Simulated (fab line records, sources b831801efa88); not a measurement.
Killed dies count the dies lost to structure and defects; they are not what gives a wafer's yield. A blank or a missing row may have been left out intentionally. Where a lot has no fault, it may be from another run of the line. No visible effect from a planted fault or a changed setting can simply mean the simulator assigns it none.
Chamber matching	flow sky130	4 sister chambers for SKY_VIA2_CMP_24 on cmp-01
The step polishes, stops on SiO2, t overpolish 20 s, target thk 0 nm. 16 wafers are shown with their chamber, then 8 later ones without.

WAFERS PAIRED WITH THEIR CHAMBERS
wafer	chamber	motor current A (A)	time to endpoint s (s)	overpolish run s (s)
L640.1	1	11.3	104	20.004
L640.2	2	10.6	101	19.995
L640.6	2	10.4	101	20.009
L641.2	1	11.3	101	20.004
L641.4	3	11.5	95	19.993
L641.6	3	11.1	96	20.016
L645.1	1	10.9	107	20.020
L645.4	2	10.8	103	19.995
L645.6	1	11.2	109	20.014
L649.2	1	11.3	111	20.001
L649.4	0	12.5	108	20.000
L649.6	2	10.0	106	19.995
L650.1	2	10.1	101	19.999
L650.4	1	11.3	105	19.997
L650.5	0	12.6	101	19.997
L657.1	0	12.7	103	20.009

SIGNATURES, as means of the wafers listed above
reading	chamber 0	chamber 1	chamber 2	chamber 3	scatter within a chamber
motor current A	12.600	11.217	10.380	11.300	0.237
time to endpoint s	104.00	106.17	102.40	95.50	3.03
overpolish run s	20.00200	20.00667	19.99860	20.00450	0.00847
Rule: for each reading, subtract the chamber's mean from the wafer's reading, divide by that reading's scatter and square the result; add these up over the readings and take the root, which gives the wafer's distance from the chamber. If the next closest chamber is less than 2 further off than the closest, the wafer can't be placed; otherwise it belongs to the closest. How the scatter is found: for the shown wafers, subtract from each reading the mean of its chamber, square and add these, divide the total by (wafers less chambers), then take the root.

WAFERS WITHOUT THEIR CHAMBER
wafer	motor current A (A)	time to endpoint s (s)	overpolish run s (s)
L657.2	10.9	106	20.005
L657.5	10.6	105	19.981
L658.4	11.1	103	19.999
L658.5	12.5	103	19.993
L658.6	10.9	109	20.013
L660.2	11.3	100	19.998
L660.3	12.3	101	19.999
L660.4	10.8	99	19.992

CHAMBER TAKEN BY EACH
wafer	from the rows above	in truth
L657.2	can't be placed: 1 or 2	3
L657.5	can't be placed: 2 or 1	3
L658.4	can't be placed: 1 or 3 or 2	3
L658.5	0	0
L658.6	can't be placed: 1 or 2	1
L660.2	can't be placed: 3 or 1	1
L660.3	0	0
L660.4	can't be placed: 2 or 3 or 1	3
Placed correctly: 2 of 8. Can't be placed from these rows: 6 (the true chamber is among the candidates in 4). Number placed wrongly: 0.
